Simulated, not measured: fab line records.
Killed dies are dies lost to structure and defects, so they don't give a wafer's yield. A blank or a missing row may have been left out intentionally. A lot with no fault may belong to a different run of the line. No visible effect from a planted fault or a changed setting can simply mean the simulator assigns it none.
Problem report in the 8D (eight disciplines) form, filled by code ; flow sfqLine ; the parts of the form that need people (team, actions taken, sign-off) are left out

== 1. THE PROBLEM ==
Wafers without a fault read 2999.8 rpm, standard deviation 1.9; spinSpeedRpm at SFQ_TRILAYER_I7_VIA_LITHO_COAT_187 reads a mean of 3115.0 rpm on 6 wafers belonging to 2 lots. That is +61 standard deviations from the usual mean.
The step: resist thk 650 nm.
Seen first at day 73 07:04 on lithoTrack-01, wafer L962.1. Wafers with a number at this step in the record: 18, from 6 lots. Rule for "out" (also "out of limits"): further than 4 standard deviations from the usual mean. The rest of the wafers with a number are treated as sound.

== 2. WHAT IT IS, AND WHAT IT ISN'T ==
question;is;is not
which readings at this step;spinSpeedRpm;exhaustPa
which lots;L962, L963;L961, L978, L979, L981
which wafers of those lots;all that have a number;-
read on which tools;lithoTrack-01;lithoTrack-03
when;from day 73 07:04;"up to then (3 sound wafers); but 9 sound wafers of L978, L979, L981 came after"

== 3. SUSPECTS, AND WHAT RULES EACH OUT ==
Counting: any tool at a process step up to the reading is kept as a suspect provided that every lot that is out went through it and no sound lot did after the first of them.
- lithoTrack-01 at SFQ_TRILAYER_I7_VIA_LITHO_COAT_187 (resist thk 650 nm): ruled out as a lasting fault. After its first lot that is out, L962 (day 73 07:04), sound lots L981 ran on it.
Left after counting: nothing in the record.

== 4. THE CAUSE (what the simulator had put in) ==
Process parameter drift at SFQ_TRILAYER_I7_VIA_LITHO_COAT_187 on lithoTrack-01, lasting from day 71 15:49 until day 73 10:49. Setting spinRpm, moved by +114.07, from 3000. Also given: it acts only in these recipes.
Counting ruled it out, wrongly.

== 5. SEQUENCE OF EFFECTS, ordered by route ==
Rows list readings where the struck wafers' mean (over those with a number) sits beyond 3 standard deviations from the usual. Scope: only readings with a usual standard deviation given in the record; hours: median across lots of the time from each lot's start at the first step in this table that gives one to its start at this step; sigmas: change in usual standard deviations.
hours;step;reading;usual;on struck wafers;change;sigmas
0;SFQ_TRILAYER_I7_VIA_LITHO_COAT_187;spinSpeedRpm;2999.8 rpm;3115.0;+115.2;+61
It contains these process steps:
- SFQ_TRILAYER_I7_VIA_LITHO_COAT_187: resist thk 650 nm.
Later steps that measure or inspect, where all struck wafers having a row at the step show a number for every such reading and not one has moved that far: SFQ_I7_OVL_MEAS_947.

== 6. HOW IT WOULD HAVE BEEN CAUGHT EARLIER ==
The fault began at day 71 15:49; the first out-of-limits reading in this record came at day 73 07:04, 39 hours later.
